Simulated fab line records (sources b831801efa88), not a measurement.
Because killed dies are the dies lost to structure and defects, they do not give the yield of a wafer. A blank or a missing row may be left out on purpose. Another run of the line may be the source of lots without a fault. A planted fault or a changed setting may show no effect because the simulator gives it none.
fab line records    flow sky130
record lots=6  wafers=18  lastDay=51
route steps=708 shown VIA4@639
lots that met no fault: taken from a fault-free run of the same line
startH: the number of hours between the record's first day and the start of the first shown wafer of the lot    waitH: hours elapsed since this lot's preceding step    " same as the row above    L1.1+2: a row that stands for several wafers    - no value, or no start given    * or withheld: withheld    < > ~ a bound
route shown NAME@n: names a module that has steps shown in the file, with the first one's number in the route    usual: mean/standard deviation of fault-free wafers    same: alike in all rows    chamber/n: place in a boat    sites: each site's reading    _std_site: standard deviation across them    _edge_site: outer sites' mean less inner sites'    radiusMm: for every site, how far away it sits from the centre of the wafer    mask NAME#n: copy n    behind: tool/chamber where the wafer was last shaped    hold: cause of the lot's hold/its duration in hours/its outcome    device: whichever transistor did not switch (one of n, p or np)    end of line: the route-end tests of the same wafers    a step given without rows: its recipe and nothing more    killed: dies lost to structure and defects at the first sort, not the wafer's yield    map: a wafer's dies, marking killed ones x, the rest . and places with no die _
set.NAME: the setting the step ran with; set.NAME@STEP: the setting that earlier step ran with    model.NAME: the simulator's own value behind a step, which no gauge read
certain route steps with their lots: each step a table, each wafer a row
services: a tool's chamber out of use, with start hour (startH, from the record's first day; less than 0 if before it), hours out, and reason
## steps
# step SKY_VIA4_HDPCVD_00
# recipe material=SiO2  targetThkNm=1750  sigmaOpenFrac=0.3  timeS=291.7  tempC=400  sih4FlowSccm=60  pressureMtorr=6
# step SKY_VIA4_THK_MEAS_01
# recipe reads=SiO2_of_VIA4_HDPCVD_00
# usual VIA4_HDPCVD_THK=1753/17
lot.wafer  tool          chamber  startH   waitH  VIA4_HDPCVD_THK[nm]
L108.2     filmMetro-03  -        1056.52  0.1    1760
L108.4     "             -        "        "      1759
L108.6     "             -        "        "      1768
L115.1     filmMetro-03  -        1097.11  0.1    1758
L115.4     "             -        "        "      1748
L115.6     "             -        "        "      1749
L117.1     filmMetro-04  -        1098.96  0.1    1745
L117.4     "             -        "        "      1728
L117.5     "             -        "        "      1753
L118.4     filmMetro-03  -        1103.89  0.0    1767
L118.5     "             -        "        "      1775
L118.6     "             -        "        "      1798
L121.2     filmMetro-03  -        1136.85  0.1    1762
L121.3     "             -        "        "      1771
L121.6     "             -        "        "      1774
L120.3     filmMetro-04  -        1157.71  0.1    1742
L120.4     "             -        "        "      1756
L120.5     "             -        "        "      1754
# step SKY_VIA4_CMP_02
# recipe material=SiO2  downForcePsi=4  platenRpm=60  padVelocityMS=0.94248
# usual motorCurrentA=13.1/1.1  slurryFilterDpKPa=13.51/0.14
lot.wafer  tool    chamber  startH   waitH  motorCurrentA  slurryFilterDpKPa
L108.4     cmp-02  2        1056.62  0.1    12.5           13.51
L108.2     "       0        "        "      13.6           13.65
L108.6     "       2        "        "      12.9           13.47
L115.1     cmp-01  0        1100.79  3.7    14.3           13.57
L115.4     "       1        "        "      12.0           13.53
L115.6     "       3        "        "      13.0           13.42
L117.1     cmp-01  1        1102.79  3.8    12.5           13.56
L117.4     "       0        "        "      14.6           13.43
L117.5     "       2        "        "      12.9           13.47
L118.4     cmp-01  1        1103.92  0.0    12.3           13.44
L118.5     "       1        "        "      12.3           13.69
L118.6     "       2        "        "      13.0           13.37
L121.3     cmp-01  0        1136.90  0.0    15.2           13.35
L121.2     "       1        "        "      12.5           13.50
L121.6     "       1        "        "      12.6           13.49
L120.3     cmp-01  3        1157.80  0.1    13.0           13.69
L120.4     "       1        "        "      11.9           13.42
L120.5     "       3        "        "      13.1           13.60
# step SKY_VIA4_BOW_MEAS_03
# recipe mode=bow
# usual VIA4_BOW=75/8.7
lot.wafer  tool          chamber  startH   waitH  VIA4_BOW[um]
L108.2     filmMetro-03  -        1056.89  0.1    82
L108.4     "             -        "        "      91
L108.6     "             -        "        "      82
L115.1     filmMetro-04  -        1101.01  0.2    61
L115.4     "             -        "        "      69
L115.6     "             -        "        "      80
L117.1     filmMetro-03  -        1103.09  0.2    64
L117.4     "             -        "        "      75
L117.5     "             -        "        "      77
L118.4     filmMetro-03  -        1104.28  0.3    68
L118.5     "             -        "        "      75
L118.6     "             -        "        "      77
L121.2     filmMetro-02  -        1137.22  0.2    78
L121.3     "             -        "        "      63
L121.6     "             -        "        "      62
L120.3     filmMetro-04  -        1158.09  0.2    74
L120.4     "             -        "        "      79
L120.5     "             -        "        "      83
# step SKY_VIA4_DEHYDRATE_04
# recipe tempC=200  timeS=60
# step SKY_VIA4_HMDS_05
# recipe primeTimeS=60  primeTempC=120
# step SKY_VIA4_COAT_06
# recipe resist=NOVOLAK  spinRpm=3000  resistThkNm=1140
# step SKY_VIA4_SOFTBAKE_07
# recipe tempC=90  timeS=62.73  resist=NOVOLAK
# usual plateSensorTCentreC=90.758/0.01  plateSensorTEdgeC=90.828/0.01
lot.wafer  tool           chamber  startH   waitH  plateSensorTCentreC  plateSensorTEdgeC
L108.2     lithoTrack-02  0        1067.19  0.1    90.751               90.835
L108.4     "              0        "        "      90.765               90.823
L108.6     "              0        "        "      90.755               90.843
L115.1     lithoTrack-03  0        1110.48  0.1    90.768               90.827
L115.4     "              0        "        "      90.769               90.839
L115.6     "              0        "        "      90.751               90.826
L117.1     lithoTrack-02  0        1113.72  0.1    90.745               90.835
L117.4     "              0        "        "      90.759               90.816
L117.5     "              0        "        "      90.757               90.829
L118.4     lithoTrack-02  0        1115.49  0.1    90.734               90.836
L118.5     "              0        "        "      90.746               90.840
L118.6     "              0        "        "      90.778               90.832
L121.2     lithoTrack-01  0        1145.51  0.1    90.769               90.827
L121.3     "              0        "        "      90.759               90.833
L121.6     "              0        "        "      90.769               90.830
L120.3     lithoTrack-01  0        1166.18  0.1    90.759               90.820
L120.4     "              0        "        "      90.761               90.837
L120.5     "              0        "        "      90.754               90.829
# step SKY_VIA4_EXPOSE_08
# recipe maskId=VIM4  na=0.6  sourceShape=conventional  sigmaOuter=0.6  polarization=unpolarized  targetCdNm=800  doseMj=132
# step SKY_VIA4_PEB_09
# recipe tempC=withheld  timeS=*  resist=NOVOLAK
# step SKY_VIA4_DEVELOP_10
# recipe resist=NOVOLAK  developer=TMAH  developTimeS=60  devTempC=23
# step SKY_VIA4_OVL_MEAS_11
# usual VIA4_OVL=0.5/1.7
lot.wafer  tool        chamber  startH   waitH  VIA4_OVL[nm]
L108.2     overlay-02  -        1077.44  0.1    5.4
L108.4     "           -        "        "      3.5
L108.6     "           -        "        "      4.3
L115.1     overlay-02  -        1120.82  0.1    0.8
L115.4     "           -        "        "      1.0
L115.6     "           -        "        "      0.1
L117.1     overlay-02  -        1123.29  0.1    -0.9
L117.4     "           -        "        "      -1.3
L117.5     "           -        "        "      -2.2
L118.4     overlay-01  -        1124.65  0.1    -0.1
L118.5     "           -        "        "      0.5
L118.6     "           -        "        "      0.7
L121.2     overlay-01  -        1155.74  0.1    -2.1
L121.3     "           -        "        "      -3.1
L121.6     "           -        "        "      -1.3
L120.3     overlay-01  -        1175.04  0.1    3.3
L120.4     "           -        "        "      1.3
L120.5     "           -        "        "      1.7
# step SKY_VIA4_ETCH_12
# recipe target=SiO2  chemistry=C4F8/O2/Ar  stopOn=TiN  maskMaterial=NOVOLAK  sourceW=1500  biasW=1200  pressureMtorr=40  c4f8FlowSccm=withheld  O2_flow_sccm=6  Ar_flow_sccm=300  timeS=withheld  targetDepthA=5800
# usual biasW=1200/3.6  chamberPressureMTorr=40.00/0.036  oesProductAu=0.925/0.0047
lot.wafer  tool        chamber  startH   waitH  biasW  chamberPressureMTorr  oesProductAu  model.NOVOLAK_of_VIA4_COAT_06.thkNm
L108.2     rieDiel-02  1        1077.47  0.0    1199   39.93                 0.925         1007
L108.4     "           3        "        "      1197   40.02                 0.930         1009
L108.6     "           1        "        "      1198   40.03                 0.921         1003
L115.1     rieDiel-01  2        1120.85  0.0    1202   40.02                 0.928         1012
L115.4     "           3        "        "      1201   40.03                 0.918         1011
L115.6     "           3        "        "      1200   39.99                 0.928         1010
L117.1     rieDiel-02  3        1123.32  0.0    -      -                     -             1140
L117.4     "           1        "        "      -      -                     -             1136
L117.5     "           1        "        "      -      -                     -             1136
L118.4     rieDiel-03  3        1124.67  0.0    -      -                     -             1139
L118.5     "           0        "        "      -      -                     -             1141
L118.6     "           1        "        "      -      -                     -             1140
L121.2     rieDiel-02  3        1155.77  0.0    1198   40.00                 0.916         1009
L121.3     "           2        "        "      1198   40.04                 0.930         1008
L121.6     "           1        "        "      1200   39.93                 0.927         1007
L120.3     rieDiel-02  1        1175.07  0.0    1202   39.92                 0.924         1008
L120.4     "           2        "        "      1203   39.99                 0.925         1013
L120.5     "           3        "        "      1200   40.03                 0.918         1012
# step SKY_VIA4_STRIP_13
# recipe chemistry=O2/N2  powerW=1400  pressureMtorr=1500  platenTempC=withheld  o2FlowSccm=3000  n2FlowSccm=300  overashFraction=0.5
# usual drypumpMotorCurrentA=5.7/0.47  oesProductAu=0.710/0.004  stripTimeToEndpointS=12.797/0.023
lot.wafer  tool            chamber  startH   waitH  drypumpMotorCurrentA  oesProductAu  rfHoursCounterH  stripTimeToEndpointS
L108.2     plasmaAsher-04  1        1077.54  -      5.6                   0.706         96               12.818
L108.4     "               0        "        "      5.1                   0.708         -                12.772
L108.6     "               1        "        "      5.6                   0.705         -                12.781
L115.1     plasmaAsher-01  0        1120.92  -      6.3                   0.709         68               12.805
L115.4     "               1        "        "      5.6                   0.708         -                12.794
L115.6     "               1        "        "      5.6                   0.709         -                12.796
L117.1     plasmaAsher-03  1        1123.39  -      6.4                   0.713         37               14.175
L117.4     "               1        "        "      6.4                   0.725         -                14.122
L117.5     "               1        "        "      6.4                   0.716         -                14.147
L118.4     plasmaAsher-04  0        1124.78  -      5.1                   0.720         -                14.149
L118.5     "               1        "        "      5.6                   0.723         -                14.183
L118.6     "               0        "        "      5.1                   0.719         -                14.180
L121.2     plasmaAsher-03  0        1155.84  -      5.4                   0.713         40               12.774
L121.3     "               0        "        "      5.5                   0.704         -                12.763
L121.6     "               0        "        "      5.4                   0.711         -                12.815
L120.3     plasmaAsher-04  1        1175.17  -      5.6                   0.715         -                12.829
L120.4     "               0        "        "      5.1                   0.713         -                12.794
L120.5     "               0        "        "      5.1                   0.713         -                12.803
# step SKY_VIA4_STRIP_14
# recipe chemistry=postEtchResidueRemover  timeS=1200  tempC=72.5
## services
tool            chamber  startH   hours  kind
rieDiel-03      3        1035.97  3.6    repair
rieDiel-03      0        1036.78  6.0    repair
rieDiel-03      -        1043.91  0.7    repair
rieDiel-01      -        1054.68  15.6   pm
rieDiel-02      2        1064.13  11.9   repair
cmp-02          -        1069.97  5.6    pm
cmp-01          -        1075.59  12.8   pm
cmp-02          -        1080.95  11.2   repair
rieDiel-03      3        1085.24  10.0   repair
cmp-01          -        1088.44  4.0    pm
rieDiel-02      0        1090.73  11.2   repair
plasmaAsher-01  -        1091.74  1.8    repair
rieDiel-03      -        1094.25  14.6   pm
cmp-02          -        1100.39  0.3    repair
plasmaAsher-01  -        1108.89  2.8    pm
rieDiel-02      3        1115.70  2.8    repair
cmp-01          -        1121.09  0.3    repair
cmp-01          -        1126.30  0.8    repair
rieDiel-01      2        1139.96  45.6   repair
rieDiel-03      0        1144.17  9.6    repair
cmp-02          -        1149.07  1.6    repair
rieDiel-01      3        1149.26  6.2    repair
rieDiel-01      1        1154.00  1.8    repair
cmp-02          -        1156.42  4.7    repair
## key
firstSign step=SKY_VIA4_ETCH_12  reading=toolRecord  direction=missing
effect step=SKY_VIA4_STRIP_13  reading=stripTimeToEndpointS  direction=up  sigmas=60  usual=*  struck=*
modelEffect step=SKY_VIA4_ETCH_12  value=NOVOLAK_of_VIA4_COAT_06.thkNm  without=1007  struck=1138
metAt SKY_VIA4_ETCH_12
struckWafers L117.1,L117.4,L117.5,L118.4,L118.5,L118.6
laterRowsLeftOut L117.1,L117.4,L117.5,L118.4,L118.5,L118.6
sortLeftOut L117.1,L117.4,L117.5,L118.4,L118.5,L118.6
onsetBetween 1077.47 1123.32
fault kind=skippedStepWhole  tool=rieDiel-02,rieDiel-03  chamber=-  onsetH=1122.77  steps=SKY_VIA4_ETCH_12  scope=struckLotsOnly
# sortLeftOut: the simulated sort isn't trusted on such a fault, so these wafers' sort isn't shown, and their yield isn't known
# laterRowsLeftOut: the simulator's readings of these wafers behind a module that went badly wrong aren't trusted and aren't shown, but for the sort
